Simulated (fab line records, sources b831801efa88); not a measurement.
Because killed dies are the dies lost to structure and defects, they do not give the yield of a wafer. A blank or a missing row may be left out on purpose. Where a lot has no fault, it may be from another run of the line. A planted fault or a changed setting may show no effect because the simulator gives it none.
Comparing a struck lot with a sound one | flow sfqLine | 42 out of 325 route steps
Sound: wafers L293.3, L293.4, L293.6. The struck wafers were L307.1, L307.5, L307.6. The cause is given at the end.
Order at every step that has rows: each side's tool, ch and its chambers, its first start. Under that, the readings that differ: sound wafers | struck wafers | difference of the means | sigmas: that difference in standard deviations of wafers without a fault.
alike: readings with means less than 2 such deviations apart, plus words and numbers identical on both sides. not compared: withheld readings, readings lacking a value on some wafer, bounds such as >300 that could conceal the same value, and numbers that have no deviation in the record and whose values overlap.
Wherever a step has rows on one side only, a row that says differs or no value, or a row with sigmas, the two part there. When numbers do not overlap yet have no deviation, they are printed without sigmas and do not part them. A reading missing from all wafers of one side parts the sides only when that side holds two or more wafers.

first, 6 steps without rows for these wafers: SFQ_TRILAYER_I4_VIA_LITHO_COAT_108 (resist thk 62 nm); SFQ_TRILAYER_I4_VIA_LITHO_COAT_103 (resist thk 650 nm); SFQ_TRILAYER_I4_VIA_LITHO_SOFTBAKE_107; SFQ_TRILAYER_I4_VIA_LITHO_EXPOSE_104 (exposes mask I4, target cd 700 nm); SFQ_TRILAYER_I4_VIA_LITHO_PEB_106 (peb time 60 s); SFQ_TRILAYER_I4_VIA_LITHO_DEVELOP_105 (time 60 s).
SFQ_I4_OVL_MEAS_928:
  sound: overlay-02 at day 41 19:16; struck: overlay-01 at day 47 08:44
  alike: I4_OVL
SFQ_TRILAYER_I4_VIA_BARC_OPEN_VIA_ETCH_146: etches BARC in O2, target depth 125 nm, time 41.7 s.
  sound on rieDiel-04 ch 0,2,3, day 41 19:17; struck on rieDiel-04 ch 0,1, day 47 08:46
  alike: drypumpMotorCurrentA, oesProductAu
  not compared: rfHoursCounterH
SFQ_TRILAYER_I4_VIA_ETCH_VIA_ETCH_106: etches SiO2 in CHF3, stops on Nb, target depth 260 nm.
  sound on rieDiel-04 ch 0,2,3, day 41 19:19; struck on rieDiel-04 ch 0,1, day 47 08:49
  alike: drypumpMotorCurrentA, oesProductAu
then, 3 steps without rows for these wafers: SFQ_TRILAYER_I4_VIA_STRIP_STRIP_107 (strips in O2); SFQ_TRILAYER_I4_VIA_STRIP_SOLV_CLEAN_108 (cleans in NMP, time 600 s); SFQ_TRILAYER_JJ_TRILAYER_DEP_PRE_CLEAN_113 (time 22.5 s).
SFQ_TRILAYER_JJ_TRILAYER_DEP_SPUTTER_109: material Nb, target thk 150 nm, time 100 s.
  sound: pvdSputter-06 at day 41 20:14; struck: pvdSputter-04 at day 47 09:43
reading                                                     | sound             | struck            | difference | sigmas
model.Nb_of_TRILAYER_JJ_TRILAYER_DEP_SPUTTER_109.thkNm (nm) | 151.2 151.2 150.7 | 140.3 139.9 140.1 | -10.9      | 
  alike: throttleValvePct
SFQ_TRILAYER_JJ_TRILAYER_DEP_SPUTTER_110: material Al, target thk 8 nm, time 10 s.
  sound: pvdSputter-06 at day 41 20:19; struck: pvdSputter-04 at day 47 09:47
  alike: throttleValvePct
then, 2 steps without rows for these wafers: SFQ_TRILAYER_JJ_TRILAYER_DEP_AL_OXIDATION_111 (oxidation time 600 s); SFQ_TRILAYER_JJ_TRILAYER_DEP_SPUTTER_112 (material Nb, target thk 170 nm, time 110.3 s).
SFQ_JJ_RS_MEAS_929: uses a four-point probe to measure.
  sound: filmMetro-03 at day 41 21:27; struck: filmMetro-04 at day 47 10:54
  alike: JJ_NB_RS
then, 6 steps without rows for these wafers: SFQ_TRILAYER_JJ_CE_LITHO_COAT_119 (resist thk 62 nm); SFQ_TRILAYER_JJ_CE_LITHO_COAT_114 (resist thk 600 nm); SFQ_TRILAYER_JJ_CE_LITHO_SOFTBAKE_118; SFQ_TRILAYER_JJ_CE_LITHO_EXPOSE_115 (exposes mask J5, target cd 700 nm); SFQ_TRILAYER_JJ_CE_LITHO_PEB_117 (peb time 60 s); SFQ_TRILAYER_JJ_CE_LITHO_DEVELOP_116 (time 60 s).
-- the record jumps here: 6 days lie between the struck wafers' starts before and after --
SFQ_JJ_OVL_MEAS_931:
  sound: overlay-02 at day 47 22:42; struck: overlay-02 at day 53 04:18
  alike: J5_OVL
next, for these wafers, 1 step has no rows: SFQ_TRILAYER_JJ_CE_METRO_MEASURE_117.
SFQ_TRILAYER_JJ_CE_BARC_OPEN_RIE_150: chemistry O2, target BARC, target depth 240 nm, time 80 s.
  sound on rieMetal-01 ch 0,1, day 47 23:57; struck on rieMetal-03 ch 0,1, day 53 05:32
  alike: drypumpMotorCurrentA, oesProductAu
  not compared: rfHoursCounterH
then, 10 steps without rows for these wafers: SFQ_TRILAYER_JJ_CE_ETCH_RIE_118 (chemistry SF6, target Nb, stops on Al2O3, time 97.7 s, target depth 170 nm); SFQ_TRILAYER_JJ_ANODIZE_ANODIZE_119; SFQ_TRILAYER_JJ_CE_STRIP_STRIP_120 (strips in O2); SFQ_TRILAYER_JJ_CE_STRIP_SOLV_CLEAN_121 (cleans in NMP, time 600 s); SFQ_TRILAYER_M5_LITHO_COAT_128 (resist thk 62 nm); SFQ_TRILAYER_M5_LITHO_COAT_123 (resist thk 600 nm); SFQ_TRILAYER_M5_LITHO_SOFTBAKE_127; SFQ_TRILAYER_M5_LITHO_EXPOSE_124 (exposes mask M5, target cd 700 nm); SFQ_TRILAYER_M5_LITHO_PEB_126 (peb time 60 s); SFQ_TRILAYER_M5_LITHO_DEVELOP_125 (time 60 s).
-- the record jumps here: 5 days lie between the struck wafers' starts before and after --
SFQ_M5_OVL_MEAS_932:
  sound: overlay-02 at day 53 13:55; struck: overlay-02 at day 58 16:18
reading     | sound   | struck  | difference | sigmas
M5_OVL (nm) | 12 7 10 | -6 -1 0 | -12        | -2
SFQ_TRILAYER_M5_BARC_OPEN_METAL_ETCH_161: etches BARC in O2, target depth 125 nm, time 41.7 s.
  sound on rieMetal-04 ch 0,1, day 53 13:57; struck on rieMetal-02 ch 0,1, day 58 16:20
  alike: drypumpMotorCurrentA, oesProductAu
  not compared: rfHoursCounterH
SFQ_TRILAYER_M5_ETCH_METAL_ETCH_126: etches Nb in Cl2/BCl3, stops on SiO2, time 203.2 s, target depth 265 nm.
  sound on rieMetal-04 ch 0,1, day 53 14:04; struck on rieMetal-02 ch 0,1, day 58 16:23
reading                      | sound             | struck            | difference | sigmas
oesProductAu (a.u.)          | 0.725 0.735 0.730 | 0.707 0.706 0.701 | -0.025     | -4
model.M5.featureDepthNm (nm) | 163.5 163.4 162.9 | 152.4 152 152.4   | -11.0      | 
model.etch.depthNm (nm)      | 151.2 151.2 150.7 | 140.3 139.9 140.1 | -10.9      | 
  alike: drypumpMotorCurrentA
  not compared: rfHoursCounterH
then, 2 steps without rows for these wafers: SFQ_TRILAYER_M5_STRIP_STRIP_127 (strips in O2); SFQ_TRILAYER_M5_STRIP_SOLV_CLEAN_128 (cleans in NMP, time 600 s).
-- the record jumps here: 25 days lie between the struck wafers' starts before and after --
SFQ_M8_BOW_MEAS_951:
  sound: filmMetro-03 at day 70 16:16; struck: filmMetro-01 at day 83 05:42
reading                | sound             | struck            | difference | sigmas
model.etest.m5.ohmUm   | 1.688 1.691 1.696 | 1.822 1.827 1.824 | +0.133     | 
model.etest.i4.linkOhm | 2.164 2.173 2.167 | 2.257 2.269 2.265 | +0.096     | 
model.etest.m5.ohmSq   | 1.181 1.181 1.184 | 1.272 1.276 1.274 | +0.092     | 
model.etest.i5.linkOhm | 2.248 2.264 2.269 | 2.349 2.35 2.353  | +0.090     | 
  alike: M8_BOW

## WHERE THEY PART
At SFQ_M5_OVL_MEAS_932 first; at SFQ_TRILAYER_M5_ETCH_METAL_ETCH_126 last (within this record only). Later steps at which nothing parts them and some readings are alike: SFQ_M8_BOW_MEAS_951.

WHY: what the simulator had put in
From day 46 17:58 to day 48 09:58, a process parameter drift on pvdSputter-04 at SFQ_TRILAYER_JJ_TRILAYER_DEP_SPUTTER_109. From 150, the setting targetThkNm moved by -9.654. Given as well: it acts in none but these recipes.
